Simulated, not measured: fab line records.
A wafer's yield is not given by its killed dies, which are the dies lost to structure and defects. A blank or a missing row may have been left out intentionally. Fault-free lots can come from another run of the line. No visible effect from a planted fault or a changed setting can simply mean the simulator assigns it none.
Struck lot and sound lot, side by side || flow gf180mcu || 27 out of 602 route steps
Sound: the wafers L714.1, L714.2, L714.4. The struck wafers were L713.1, L713.3, L713.5. The cause is named last.
For every step that has rows: the tool of each side, followed by ch and its chambers, followed by its first start. Under that, the readings that differ: sound wafers || struck wafers || difference of the means || sigmas: that difference in standard deviations of wafers without a fault.
alike: words and numbers the same on both sides, and readings whose means are apart by under 2 such deviations; not compared: readings that were withheld, readings missing a value for some wafer, numbers with overlapping values and no deviation given by the record, and bounds like >300 which may hide the same value.
A row with sigmas, a row that says differs or no value, or rows on one side alone: a step with any of these is where the two part. Numbers that have no deviation but don't overlap get no sigmas and don't part them. A reading missing from all wafers of one side parts the sides only when that side holds two or more wafers.

GF_STI_BOW_MEAS_00:
  sound on film metro-02 at day 2 01:00; struck on film metro-01 at day 1 20:00
{"reading": "INCOMING_BOW (um)", "sound": "1 -7 -13", "struck": "13 4 -1", "difference": "+12", "sigmas": "+2"}
then, 1 step without rows for these wafers: GF_STI_OXIDATION_01 (stabilise 600 s, purge 300 s, target thk 10 nm).
GF_STI_THK_MEAS_02:
  sound on film metro-01 at day 2 02:31; struck on film metro-03 at day 1 21:43
  alike: STI_OXIDATION_THK
GF_STI_CVD_03: deposits Si3N4 from DCS/NH3, target thk 207.16 nm, time 3551 s.
  sound on lpcvd-02 ch 1, day 2 02:34; struck on lpcvd-01 ch 0, day 1 23:55
GF_STI_THK_MEAS_04:
  sound on film metro-01 at day 2 04:34; struck on film metro-03 at day 2 01:55
{"reading": "STI_CVD_03_THK (nm)", "sound": "205.1 205.6 205.9", "struck": "413.5 413.3 413.6", "difference": "+207.9", "sigmas": "+99 or more"}
then, 7 steps without rows for these wafers: GF_STI_DEHYDRATE_05 (time 60 s); GF_STI_HMDS_06 (prime time 60 s); GF_STI_COAT_07 (resist thk 700 nm); GF_STI_SOFTBAKE_08 (time 60 s); GF_STI_EXPOSE_09 (exposes mask COMP, target cd 220 nm); GF_STI_PEB_10 (peb time 90 s); GF_STI_DEVELOP_11 (develop time 60 s).
GF_STI_CD_MEAS_12 targets a cd of 220 nm.
  sound on cd sem-01 at day 2 16:07; struck on cd sem-02 at day 2 12:04
  alike: cd nm
GF_STI_ETCH_13: etches the open film in CHF3/O2, stops on Si, target depth 282.31 nm, time 112.9 s.
  sound on rie diel-02 ch 0,1,2, day 2 16:14; struck on rie diel-02 ch 2,3, day 2 12:11
{"reading": "oes product au (a.u.)", "sound": "0.830 0.826 0.830", "struck": "1.006 0.997 0.996", "difference": "+0.171", "sigmas": "+29"}
{"reading": "throttle valve pct (%)", "sound": "8.819 8.812 8.789", "struck": "8.863 8.866 8.853", "difference": "+0.054", "sigmas": "+6"}
{"reading": "model.etch.depth nm (nm)", "sound": "205.1 205.7 205.9", "struck": "283.4 281.1 282.2", "difference": "+76.7", "sigmas": ""}
  alike: drypump motor current A
  not compared: rf hours counter h
GF_STI_ETCH_14: etches Si in HBr/Cl2/O2, target depth 360 nm, time 102.9 s.
  sound on rie si-01 ch 0,1,3, day 2 16:19; struck on rie si-02 ch 1,2,3, day 2 12:16
{"reading": "oes product au (a.u.)", "sound": "1.016 1.001 1.001", "struck": "0.348 0.352 0.359", "difference": -0.653, "sigmas": -78}
{"reading": "throttle valve pct (%)", "sound": "25.645 25.674 25.648", "struck": "26.090 26.081 26.071", "difference": "+0.425", "sigmas": "+43"}
  alike: drypump motor current A
  not compared: rf hours counter h
GF_STI_STRIP_15: strips in O2/N2.
  sound on plasma asher-01 ch 0,1, day 2 16:24; struck on plasma asher-02 ch 0, day 2 12:20
  alike: drypump motor current A, heater power w, oes product au, strip time to endpoint s
  not compared: rf hours counter h
GF_STI_CLEAN_16: cleans in dHF, time 25 s.
  sound on wet bench-02 ch 0, day 2 16:30; struck on wet bench-04 ch 3, day 2 12:26
{"reading": "model.Si3N4_of_STI_CVD_03.thk nm (nm)", "sound": "204.6 205.2 205.5", "struck": "412.9 413.1 413.2", "difference": "+208.0", "sigmas": ""}
then, 6 steps without rows for these wafers: GF_STI_WET_ETCH_17 (etches Si3N4 in H3PO4, target depth 45 nm, time 514 s); GF_STI_CLEAN_18 (cleans in SC1/SC2, time 150 s); GF_STI_CLEAN_19 (cleans in dHF, time 20 s); GF_STI_WET_ETCH_20 (etches SiO2 in dHF, target depth 20 nm, time 400 s); GF_STI_OXIDATION_21 (stabilise 600 s, purge 300 s, target thk 15 nm); GF_STI_CVD_23 (deposits SiO2, target thk 650 nm, time 108.3 s).
GF_STI_CMP_25: polishes, stops on Si3N4, t overpolish 33 s, target thk 524.6 nm.
  sound on cmp-01 ch 0,1,2, day 2 19:14; struck on cmp-02 ch 1,2, day 2 14:07
  alike: motor current A, overpolish run s, slurry flow ml min, time to endpoint s
GF_STI_WET_ETCH_26: etches SiO2 in dHF, target depth 94 nm, time 188 s.
  sound on wet bench-04 ch 3, day 2 19:32; struck on wet bench-02 ch 2, day 2 14:25
{"reading": "model.Si3N4_of_STI_CVD_03.thk nm (nm)", "sound": "149.6 150.1 150.3", "struck": "357.6 357.7 358", "difference": "+207.8", "sigmas": ""}
  alike: bath heat duty pct
then, 1 step without rows for these wafers: GF_STI_WET_ETCH_27 (etches Si3N4 in H3PO4, target depth 160 nm, time 1825 s).
-- the record jumps here: 27 days lie between the struck wafers' starts before and after (it left off in module STI and takes up again in module PASSIVATION, whose first step shown is number 602 of the route) --
GF_PASSIVATION_PROBE_99:
  only the struck wafers here have rows in the record (prober-02, day 29 19:22); the sound ones have none

WHERE THEY PART
Earliest at GF_STI_BOW_MEAS_00; latest, in this record, at GF_PASSIVATION_PROBE_99.

WHY: what the simulator had put in
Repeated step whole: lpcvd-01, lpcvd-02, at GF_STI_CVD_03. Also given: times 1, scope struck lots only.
